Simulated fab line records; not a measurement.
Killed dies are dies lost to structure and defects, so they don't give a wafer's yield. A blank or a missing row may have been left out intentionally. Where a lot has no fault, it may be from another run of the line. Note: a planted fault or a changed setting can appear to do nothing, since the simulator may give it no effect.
fab line records    flow gf180mcu    part 1 of 2: steps 1 to 26 of 35
record: lots: 5  wafers: 15  last_day: 32
route steps=602 shown V4@495 MIM@503 M5@526
lots with no fault: from the same line, run without faults
start_h: hours from the record's first day to the start of the lot's first wafer shown    wait_h: how many hours have passed since the lot's step before this one    " same as the row above    L1.1+2: one row covering several wafers at once    - either no value or no given start    * or withheld: withheld    < > ~ a bound
route shown NAME@n: names a module that has steps shown in the file, with the first one's number in the route    usual: mean and standard deviation over wafers with no fault    same: alike in all rows    chamber/n: place in a boat    sites: the reading at each site    _std_site: how widely they spread, as a standard deviation    _edge_site: mean of outer sites minus mean of inner sites    radius_mm: for every site, how far away it sits from the centre of the wafer    mask NAME#n: copy n    behind: the tool/chamber that last shaped the wafer    hold: why the lot was held/for how many hours/how that ended    device: transistor that didn't switch, given as n, p or np    end of line: tests of these same wafers at the route's end    for a step that has no rows: nothing shown but its recipe    killed: not the wafer's yield, but the dies lost to structure and defects at the first sort    map: shows each die of a wafer: x if killed, . if not, _ if none is there
set.NAME: setting as actually run; set.NAME@STEP: the setting as run at that earlier step    model.NAME: the simulator's own value behind a step, which no gauge read
a table for each step, a row for each wafer; lots at some steps of the route
services: from which hour (start_h, from the record's first day; less than 0 if before it) a tool's chamber was out of use, for how many hours, and why
== steps ==
step: GF_V4_STRIP_19
recipe: chemistry: post_etch_residue_remover  time_s: 1200  temp_c: 72.5
usual: temp_c: 72.50/0.14
lot.wafer  tool          chamber  start_h  wait_h  temp_c
L075.1     wet_bench-02  1        570.63   0.1     72.31
L075.2     "             1        "        "       72.52
L075.3     "             1        "        "       72.41
L076.1     wet_bench-03  3        580.43   0.1     72.20
L076.5     "             3        "        "       72.35
L076.6     "             3        "        "       72.37
L078.2     wet_bench-03  1        596.87   0.1     72.55
L078.3     "             1        "        "       72.61
L078.6     "             1        "        "       72.36
L084.2     wet_bench-01  2        645.57   0.1     72.52
L084.4     "             2        "        "       72.39
L084.6     "             2        "        "       72.46
L087.3     wet_bench-01  2        665.32   0.0     72.73
L087.5     "             2        "        "       72.62
L087.6     "             2        "        "       72.62
step: GF_V4_CLEAN_20
recipe: chemistry: DIW  dry: n2_spin
lot.wafer   tool          chamber  start_h  wait_h
L075.1+2+3  wet_bench-01  2        570.97   0.0
L076.1+5+6  wet_bench-02  1        580.80   0.0
L078.2+3+6  wet_bench-01  3        597.55   0.0
L084.2+4+6  wet_bench-03  3        645.94   0.0
L087.3+5+6  wet_bench-03  1        665.69   0.0
step: GF_V4_SPUTTER_21
recipe: material: Ti  target_thk_nm: 15  chamber_pressure_pa: 5  power_w: 2500  substrate_temp_c: 200  time_s: 80.02
usual: throttle_valve_pct: 30.0/1
lot.wafer  tool            chamber  start_h  wait_h  throttle_valve_pct
L075.1     pvd_sputter-03  -        571.06   0.0     28.4
L075.2     "               -        "        "       31.8
L075.3     "               -        "        "       29.6
L076.1     pvd_sputter-03  -        580.89   0.0     28.8
L076.5     "               -        "        "       31.7
L076.6     "               -        "        "       28.8
L078.2     pvd_sputter-02  -        597.64   0.0     31.3
L078.3     "               -        "        "       29.8
L078.6     "               -        "        "       29.9
L084.2     pvd_sputter-04  -        646.03   0.0     28.7
L084.4     "               -        "        "       31.8
L084.6     "               -        "        "       29.5
L087.3     pvd_sputter-02  -        665.87   0.0     31.3
L087.5     "               -        "        "       29.5
L087.6     "               -        "        "       29.5
step: GF_V4_SPUTTER_22
recipe: material: TiN  target_thk_nm: 10  chamber_pressure_pa: 5  power_w: 3938  time_s: 40
usual: throttle_valve_pct: 30.1/1
lot.wafer  tool            chamber  start_h  wait_h  throttle_valve_pct
L075.1     pvd_sputter-03  -        571.12   0.0     28.7
L075.2     "               -        "        "       31.9
L075.3     "               -        "        "       29.7
L076.1     pvd_sputter-03  -        580.95   0.0     28.4
L076.5     "               -        "        "       31.5
L076.6     "               -        "        "       28.9
L078.2     pvd_sputter-02  -        597.70   0.0     31.4
L078.3     "               -        "        "       30.1
L078.6     "               -        "        "       29.8
L084.2     pvd_sputter-04  -        646.09   0.0     28.8
L084.4     "               -        "        "       31.7
L084.6     "               -        "        "       29.5
L087.3     pvd_sputter-02  -        665.93   0.0     31.4
L087.5     "               -        "        "       29.6
L087.6     "               -        "        "       29.4
step: GF_V4_CVD_23
recipe: material: W  target_thk_nm: 350  time_s: 104.9  temp_c: 400  pressure_torr: 40
usual: heater_power_w: 903/37
lot.wafer  tool      chamber  start_h  wait_h  heater_power_w
L075.1     cvd_w-02  1        571.16   0.0     890
L075.2     "         0        "        "       858
L075.3     "         1        "        "       902
L076.1     cvd_w-01  0        580.99   0.0     885
L076.5     "         0        "        "       895
L076.6     "         1        "        "       967
L078.2     cvd_w-02  1        597.74   0.0     884
L078.3     "         1        "        "       893
L078.6     "         1        "        "       902
L084.2     cvd_w-01  1        646.13   0.0     1011
L084.4     "         1        "        "       985
L084.6     "         0        "        "       904
L087.3     cvd_w-01  0        666.01   0.1     897
L087.5     "         1        "        "       952
L087.6     "         0        "        "       874
step: GF_V4_RS_MEAS_24
recipe: thk_meas_gauge: four-point-probe  reads: W_of_V4_CVD_23+TiN_of_V4_SPUTTER_22+Ti_of_V4_SPUTTER_21
usual: V4_W_RS: 0.325/0.0038
lot.wafer  tool           chamber  start_h  wait_h  V4_W_RS[ohm/sq]
L075.1     film_metro-02  -        571.27   0.1     0.327
L075.2     "              -        "        "       0.327
L075.3     "              -        "        "       0.324
L076.1     film_metro-01  -        581.10   0.1     0.325
L076.5     "              -        "        "       0.327
L076.6     "              -        "        "       0.318
L078.2     film_metro-01  -        597.88   0.1     0.329
L078.3     "              -        "        "       0.328
L078.6     "              -        "        "       0.330
L084.2     film_metro-01  -        646.26   0.1     0.325
L084.4     "              -        "        "       0.325
L084.6     "              -        "        "       0.329
L087.3     film_metro-02  -        666.13   0.1     0.325
L087.5     "              -        "        "       0.318
L087.6     "              -        "        "       0.327
step: GF_V4_THK_MEAS_25
recipe: thk_meas_gauge: xrf  reads: W_of_V4_CVD_23
usual: V4_W_THK: 363/4.5
lot.wafer  tool           chamber  start_h  wait_h  V4_W_THK[nm]
L075.1     film_metro-02  -        571.39   0.1     364
L075.2     "              -        "        "       364
L075.3     "              -        "        "       369
L076.1     film_metro-01  -        581.22   0.1     366
L076.5     "              -        "        "       364
L076.6     "              -        "        "       373
L078.2     film_metro-01  -        597.99   0.1     360
L078.3     "              -        "        "       364
L078.6     "              -        "        "       359
L084.2     film_metro-01  -        646.37   0.1     372
L084.4     "              -        "        "       368
L084.6     "              -        "        "       363
L087.3     film_metro-02  -        666.23   0.1     359
L087.5     "              -        "        "       368
L087.6     "              -        "        "       359
step: GF_V4_CMP_26
recipe: stop_on: SiO2  down_force_psi: 3.5  platen_rpm: 60  t_overpolish_s: 15  target_thk_nm: 0  pad_velocity_m_s: 0.94248
usual: motor_current_A: 11.0/1.1  overpolish_run_s: 14.999/0.0082  time_to_endpoint_s: 85/3.4
lot.wafer  tool    chamber  start_h  wait_h  motor_current_A  overpolish_run_s  time_to_endpoint_s
L075.2     cmp-01  3        571.45   0.0     10.4             15.002            83
L075.1     "       0        "        "       9.8              15.000            83
L075.3     "       2        "        "       10.5             15.002            83
L076.1     cmp-02  2        581.38   0.1     12.3             15.008            85
L076.5     "       0        "        "       12.7             15.000            88
L076.6     "       1        "        "       10.3             15.002            93
L078.3     cmp-02  2        598.04   0.0     12.1             15.000            82
L078.2     "       3        "        "       9.6              15.005            88
L078.6     "       2        "        "       11.4             14.999            82
L084.4     cmp-02  3        646.42   0.0     10.0             15.003            90
L084.2     "       1        "        "       10.1             15.007            86
L084.6     "       0        "        "       13.2             14.994            84
L087.3     cmp-01  3        666.37   0.1     10.4             15.005            82
L087.5     "       1        "        "       12.2             14.991            82
L087.6     "       2        "        "       10.4             15.001            83
step: GF_MIM_SPUTTER_00
recipe: material: Ti  target_thk_nm: 37.5  arriving_ion_energy_ev: 80  substrate_temp_c: 200  chamber_pressure_pa: 2  power_w: 4000  time_s: 150
usual: throttle_valve_pct: 29.7/1.1
lot.wafer  tool            chamber  start_h  wait_h  throttle_valve_pct
L075.1     pvd_sputter-04  -        571.75   0.2     29.7
L075.2     "               -        "        "       29.4
L075.3     "               -        "        "       31.7
L076.1     pvd_sputter-04  -        581.58   0.1     31.7
L076.5     "               -        "        "       29.1
L076.6     "               -        "        "       31.8
L078.2     pvd_sputter-01  -        598.34   0.2     29.8
L078.3     "               -        "        "       28.3
L078.6     "               -        "        "       28.5
L084.2     pvd_sputter-03  -        646.72   0.1     30.4
L084.4     "               -        "        "       28.4
L084.6     "               -        "        "       28.8
L087.3     pvd_sputter-04  -        666.57   0.1     28.8
L087.5     "               -        "        "       31.9
L087.6     "               -        "        "       29.0
step: GF_MIM_SPUTTER_01
recipe: material: TiN  target_thk_nm: 30  power_w: 6500  time_s: 25  chamber_pressure_pa: 0.4
usual: throttle_valve_pct: 29.7/1.1
lot.wafer  tool            chamber  start_h  wait_h  throttle_valve_pct
L075.1     pvd_sputter-04  -        571.85   0.1     29.5
L075.2     "               -        "        "       29.6
L075.3     "               -        "        "       31.6
L076.1     pvd_sputter-04  -        581.68   0.1     32.0
L076.5     "               -        "        "       28.8
L076.6     "               -        "        "       31.9
L078.2     pvd_sputter-01  -        598.44   0.1     30.0
L078.3     "               -        "        "       28.3
L078.6     "               -        "        "       28.5
L084.2     pvd_sputter-03  -        646.82   0.1     30.4
L084.4     "               -        "        "       28.6
L084.6     "               -        "        "       28.9
L087.3     pvd_sputter-04  -        666.67   0.1     28.5
L087.5     "               -        "        "       31.8
L087.6     "               -        "        "       28.7
step: GF_MIM_SPUTTER_02
recipe: material: AlCu  target_thk_nm: 450  power_w: 10600  time_s: 23.9  chamber_pressure_pa: 0.4
usual: throttle_valve_pct: 29.7/1.1
lot.wafer  tool            chamber  start_h  wait_h  throttle_valve_pct
L075.1     pvd_sputter-04  -        571.88   0.0     29.5
L075.2     "               -        "        "       29.4
L075.3     "               -        "        "       31.6
L076.1     pvd_sputter-04  -        581.71   0.0     31.7
L076.5     "               -        "        "       28.6
L076.6     "               -        "        "       31.8
L078.2     pvd_sputter-01  -        598.47   0.0     30.0
L078.3     "               -        "        "       28.1
L078.6     "               -        "        "       28.7
L084.2     pvd_sputter-03  -        646.86   0.0     30.2
L084.4     "               -        "        "       28.6
L084.6     "               -        "        "       28.7
L087.3     pvd_sputter-04  -        666.70   0.0     29.0
L087.5     "               -        "        "       31.9
L087.6     "               -        "        "       28.9
step: GF_MIM_SPUTTER_03
recipe: material: Ti  target_thk_nm: 10  substrate_temp_c: 300  chamber_pressure_pa: 0.3  power_w: 3000  time_s: 6.7
usual: throttle_valve_pct: 29.7/1.1
lot.wafer  tool            chamber  start_h  wait_h  throttle_valve_pct
L075.1     pvd_sputter-04  -        571.91   0.0     29.6
L075.2     "               -        "        "       29.2
L075.3     "               -        "        "       31.5
L076.1     pvd_sputter-04  -        581.74   0.0     31.7
L076.5     "               -        "        "       29.0
L076.6     "               -        "        "       31.7
L078.2     pvd_sputter-01  -        598.50   0.0     30.1
L078.3     "               -        "        "       28.1
L078.6     "               -        "        "       28.7
L084.2     pvd_sputter-03  -        646.89   0.0     30.4
L084.4     "               -        "        "       28.6
L084.6     "               -        "        "       28.7
L087.3     pvd_sputter-04  -        666.73   0.0     29.2
L087.5     "               -        "        "       31.8
L087.6     "               -        "        "       29.0
step: GF_MIM_SPUTTER_04
recipe: material: TiN  target_thk_nm: 50  power_w: 6500  time_s: 41.7  chamber_pressure_pa: 0.4
usual: throttle_valve_pct: 29.7/1.1
lot.wafer  tool            chamber  start_h  wait_h  throttle_valve_pct
L075.1     pvd_sputter-04  -        571.93   0.0     29.3
L075.2     "               -        "        "       29.4
L075.3     "               -        "        "       31.9
L076.1     pvd_sputter-04  -        581.76   0.0     31.9
L076.5     "               -        "        "       28.8
L076.6     "               -        "        "       31.9
L078.2     pvd_sputter-01  -        598.52   0.0     30.0
L078.3     "               -        "        "       28.4
L078.6     "               -        "        "       28.7
L084.2     pvd_sputter-03  -        646.91   0.0     30.3
L084.4     "               -        "        "       28.7
L084.6     "               -        "        "       28.6
L087.3     pvd_sputter-04  -        666.75   0.0     28.7
L087.5     "               -        "        "       31.9
L087.6     "               -        "        "       28.8
step: GF_MIM_CVD_05
recipe: material: Si3N4  target_thk_nm: 42  temp_max_c: 400  temp_c: 385  time_s: 29.086  rf_w: 450
usual: heater_power_w: 656/73
lot.wafer  tool      chamber  start_h  wait_h  heater_power_w
L075.1     pecvd-02  2        571.97   0.0     698
L075.2     "         1        "        "       666
L075.3     "         0        "        "       671
L076.1     pecvd-03  2        581.80   0.0     610
L076.5     "         1        "        "       499
L076.6     "         0        "        "       583
L078.2     pecvd-02  1        598.56   0.0     730
L078.3     "         0        "        "       638
L078.6     "         1        "        "       714
L084.2     pecvd-01  2        646.95   0.0     622
L084.4     "         2        "        "       615
L084.6     "         0        "        "       646
L087.3     pecvd-02  1        666.79   0.0     744
L087.5     "         1        "        "       737
L087.6     "         2        "        "       636
step: GF_MIM_THK_MEAS_06
recipe: reads: Si3N4_of_MIM_CVD_05
usual: MIM_CVD_05_THK: 41.9/0.52
lot.wafer  tool           chamber  start_h  wait_h  MIM_CVD_05_THK[nm]
L075.1     film_metro-03  -        572.01   0.0     41.6
L075.2     "              -        "        "       41.3
L075.3     "              -        "        "       40.9
L076.1     film_metro-01  -        581.84   0.0     41.6
L076.5     "              -        "        "       42.4
L076.6     "              -        "        "       41.6
L078.2     film_metro-04  -        598.60   0.0     41.8
L078.3     "              -        "        "       41.8
L078.6     "              -        "        "       42.7
L084.2     film_metro-01  -        646.99   0.0     41.2
L084.4     "              -        "        "       42.4
L084.6     "              -        "        "       42.4
L087.3     film_metro-01  -        666.84   0.0     41.4
L087.5     "              -        "        "       42.0
L087.6     "              -        "        "       42.0
step: GF_MIM_SPUTTER_07
recipe: material: TiN  target_thk_nm: 60  power_w: 6500  time_s: 50  chamber_pressure_pa: 0.4088
usual: throttle_valve_pct: 29.8/1.1
lot.wafer  tool            chamber  start_h  wait_h  throttle_valve_pct
L075.1     pvd_sputter-03  -        572.07   0.1     29.9
L075.2     "               -        "        "       30.2
L075.3     "               -        "        "       28.9
L076.1     pvd_sputter-03  -        581.90   0.1     30.3
L076.5     "               -        "        "       28.5
L076.6     "               -        "        "       31.6
L078.2     pvd_sputter-04  -        598.65   0.0     28.9
L078.3     "               -        "        "       29.3
L078.6     "               -        "        "       28.9
L084.2     pvd_sputter-01  -        647.04   0.0     28.2
L084.4     "               -        "        "       29.8
L084.6     "               -        "        "       28.8
L087.3     pvd_sputter-01  -        666.88   0.0     28.5
L087.5     "               -        "        "       29.7
L087.6     "               -        "        "       30.0
step: GF_MIM_SPUTTER_08
recipe: material: AlCu  target_thk_nm: 200  power_w: 10600  time_s: 10.6  chamber_pressure_pa: 0.4
usual: throttle_valve_pct: 29.8/1.1
lot.wafer  tool            chamber  start_h  wait_h  throttle_valve_pct
L075.1     pvd_sputter-03  -        572.11   0.0     29.7
L075.2     "               -        "        "       30.5
L075.3     "               -        "        "       28.6
L076.1     pvd_sputter-03  -        581.94   0.0     30.4
L076.5     "               -        "        "       28.6
L076.6     "               -        "        "       31.7
L078.2     pvd_sputter-04  -        598.69   0.0     29.0
L078.3     "               -        "        "       29.7
L078.6     "               -        "        "       28.8
L084.2     pvd_sputter-01  -        647.08   0.0     28.3
L084.4     "               -        "        "       29.8
L084.6     "               -        "        "       28.7
L087.3     pvd_sputter-01  -        666.92   0.0     28.7
L087.5     "               -        "        "       30.2
L087.6     "               -        "        "       29.6
step: GF_MIM_SPUTTER_09
recipe: material: TiN  target_thk_nm: 35  power_w: 6500  time_s: 29.2  chamber_pressure_pa: 0.4
usual: throttle_valve_pct: 29.8/1.1
lot.wafer  tool            chamber  start_h  wait_h  throttle_valve_pct
L075.1     pvd_sputter-03  -        572.13   0.0     29.9
L075.2     "               -        "        "       30.5
L075.3     "               -        "        "       28.7
L076.1     pvd_sputter-03  -        581.96   0.0     30.4
L076.5     "               -        "        "       28.5
L076.6     "               -        "        "       31.7
L078.2     pvd_sputter-04  -        598.72   0.0     29.0
L078.3     "               -        "        "       29.4
L078.6     "               -        "        "       28.8
L084.2     pvd_sputter-01  -        647.11   0.0     28.2
L084.4     "               -        "        "       29.6
L084.6     "               -        "        "       28.6
L087.3     pvd_sputter-01  -        666.95   0.0     28.8
L087.5     "               -        "        "       29.8
L087.6     "               -        "        "       29.7
step: GF_MIM_RS_MEAS_10
recipe: thk_meas_gauge: four-point-probe  reads: TiN_of_MIM_SPUTTER_09+AlCu_of_MIM_SPUTTER_08+TiN_of_MIM_SPUTTER_07
usual: MIM_ALCU_RS: 0.1607/0.0023
lot.wafer  tool           chamber  start_h  wait_h  MIM_ALCU_RS[ohm/sq]
L075.1     film_metro-03  -        572.17   0.0     0.1598
L075.2     "              -        "        "       0.1635
L075.3     "              -        "        "       0.1614
L076.1     film_metro-03  -        582.00   0.0     0.1623
L076.5     "              -        "        "       0.1607
L076.6     "              -        "        "       0.1593
L078.2     film_metro-04  -        598.77   0.0     0.1623
L078.3     "              -        "        "       0.1627
L078.6     "              -        "        "       0.1621
L084.2     film_metro-03  -        647.16   0.0     0.1594
L084.4     "              -        "        "       0.1594
L084.6     "              -        "        "       0.1595
L087.3     film_metro-01  -        667.02   0.1     0.1603
L087.5     "              -        "        "       0.1600
L087.6     "              -        "        "       0.1614
step: GF_MIM_THK_MEAS_11
recipe: thk_meas_gauge: xrf  reads: AlCu_of_MIM_SPUTTER_08
usual: MIM_ALCU_THK: 205.2/2.9
lot.wafer  tool           chamber  start_h  wait_h  MIM_ALCU_THK[nm]
L075.1     film_metro-03  -        572.29   0.1     205.5
L075.2     "              -        "        "       200.9
L075.3     "              -        "        "       204.8
L076.1     film_metro-03  -        582.12   0.1     203.8
L076.5     "              -        "        "       204.9
L076.6     "              -        "        "       205.4
L078.2     film_metro-04  -        598.88   0.1     204.4
L078.3     "              -        "        "       202.8
L078.6     "              -        "        "       204.1
L084.2     film_metro-03  -        647.27   0.1     207.5
L084.4     "              -        "        "       206.0
L084.6     "              -        "        "       206.2
L087.3     film_metro-01  -        667.12   0.1     204.6
L087.5     "              -        "        "       203.9
L087.6     "              -        "        "       203.2
step: GF_MIM_DEHYDRATE_12
recipe: temp_c: 200  time_s: 60
usual: exhaust_pa: 45.0/0.9
lot.wafer  tool            chamber  start_h  wait_h  exhaust_pa
L075.1     litho_track-01  0        582.75   10.5    46.7
L075.2     "               0        "        "       45.8
L075.3     "               0        "        "       46.9
L076.1     litho_track-01  0        591.40   9.3     45.0
L076.5     "               0        "        "       46.0
L076.6     "               0        "        "       46.2
L078.2     litho_track-02  0        608.52   9.6     46.0
L078.3     "               0        "        "       46.9
L078.6     "               0        "        "       45.5
L084.2     litho_track-02  0        656.17   8.9     45.5
L084.4     "               0        "        "       45.5
L084.6     "               0        "        "       44.1
L087.3     litho_track-02  0        675.29   8.2     44.1
L087.5     "               0        "        "       45.5
L087.6     "               0        "        "       45.7
step: GF_MIM_HMDS_13
recipe: prime_time_s: 60  prime_temp_c: 120
usual: exhaust_pa: 45.2/0.98
lot.wafer  tool            chamber  start_h  wait_h  exhaust_pa
L075.1     litho_track-01  0        582.90   0.1     45.0
L075.2     "               0        "        "       43.5
L075.3     "               0        "        "       43.6
L076.1     litho_track-01  0        591.55   0.1     46.2
L076.5     "               0        "        "       46.6
L076.6     "               0        "        "       45.8
L078.2     litho_track-02  0        608.67   0.1     45.2
L078.3     "               0        "        "       45.9
L078.6     "               0        "        "       46.2
L084.2     litho_track-02  0        656.32   0.1     43.6
L084.4     "               0        "        "       44.0
L084.6     "               0        "        "       44.5
L087.3     litho_track-02  0        675.44   0.1     45.6
L087.5     "               0        "        "       45.6
L087.6     "               0        "        "       45.5
step: GF_MIM_COAT_14
recipe: resist: NOVOLAK  spin_rpm: 3000  resist_thk_nm: 1000
usual: exhaust_pa: 45.0/0.88
lot.wafer  tool            chamber  start_h  wait_h  exhaust_pa
L075.1     litho_track-01  0        583.05   0.1     43.5
L075.2     "               0        "        "       44.3
L075.3     "               0        "        "       46.7
L076.1     litho_track-01  0        591.70   0.1     45.0
L076.5     "               0        "        "       44.2
L076.6     "               0        "        "       44.4
L078.2     litho_track-02  0        608.82   0.1     44.9
L078.3     "               0        "        "       46.0
L078.6     "               0        "        "       45.2
L084.2     litho_track-02  0        656.47   0.1     45.3
L084.4     "               0        "        "       44.5
L084.6     "               0        "        "       45.6
L087.3     litho_track-02  0        675.59   0.1     44.0
L087.5     "               0        "        "       45.9
L087.6     "               0        "        "       46.0
step: GF_MIM_SOFTBAKE_15
recipe: temp_c: 90  time_s: 60  resist: NOVOLAK
usual: exhaust_pa: 44.9/0.92
lot.wafer  tool            chamber  start_h  wait_h  exhaust_pa
L075.1     litho_track-01  0        583.20   0.1     44.6
L075.2     "               0        "        "       44.1
L075.3     "               0        "        "       45.7
L076.1     litho_track-01  0        591.85   0.1     45.6
L076.5     "               0        "        "       45.1
L076.6     "               0        "        "       45.8
L078.2     litho_track-02  0        608.97   0.1     45.8
L078.3     "               0        "        "       44.6
L078.6     "               0        "        "       45.9
L084.2     litho_track-02  0        656.62   0.1     45.3
L084.4     "               0        "        "       45.4
L084.6     "               0        "        "       45.5
L087.3     litho_track-02  0        675.74   0.1     43.3
L087.5     "               0        "        "       44.2
L087.6     "               0        "        "       44.2
step: GF_MIM_EXPOSE_16
recipe: mask_id: FuseTop  target_cd_nm: 2000  na: 0.6  source_shape: conventional  sigma_outer: 0.6  dose_mj: 140
usual: reticle_temp_C: 22.99/0.11
lot.wafer  tool              chamber  start_h  wait_h  mask       reticle_temp_C
L075.1     iline_stepper-01  0        -        -       FuseTop#0  22.98
L075.2     "                 0        "        "       FuseTop#0  22.91
L075.3     "                 0        "        "       FuseTop#0  22.87
L076.1     iline_stepper-01  0        -        -       FuseTop#0  23.03
L076.5     "                 0        "        "       FuseTop#0  22.79
L076.6     "                 0        "        "       FuseTop#0  23.05
L078.2     iline_stepper-02  0        -        -       FuseTop#0  23.00
L078.3     "                 0        "        "       FuseTop#0  23.07
L078.6     "                 0        "        "       FuseTop#0  23.13
L084.2     iline_stepper-02  0        -        -       FuseTop#0  22.84
L084.4     "                 0        "        "       FuseTop#0  22.91
L084.6     "                 0        "        "       FuseTop#0  22.75
L087.3     iline_stepper-02  0        -        -       FuseTop#0  23.11
L087.5     "                 0        "        "       FuseTop#0  23.20
L087.6     "                 0        "        "       FuseTop#0  23.15
step: GF_MIM_PEB_17
recipe: temp_c: withheld  time_s: *  resist: NOVOLAK
usual: exhaust_pa: 45.0/0.93
lot.wafer  tool            chamber  start_h  wait_h  exhaust_pa
L075.1     litho_track-01  0        -        -       43.7
L075.2     "               0        "        "       45.1
L075.3     "               0        "        "       44.8
L076.1     litho_track-01  0        -        -       47.0
L076.5     "               0        "        "       46.8
L076.6     "               0        "        "       46.2
L078.2     litho_track-04  0        -        -       43.5
L078.3     "               0        "        "       45.0
L078.6     "               0        "        "       45.3
L084.2     litho_track-04  0        -        -       43.4
L084.4     "               0        "        "       44.8
L084.6     "               0        "        "       46.5
L087.3     litho_track-01  0        -        -       44.9
L087.5     "               0        "        "       45.8
L087.6     "               0        "        "       44.8
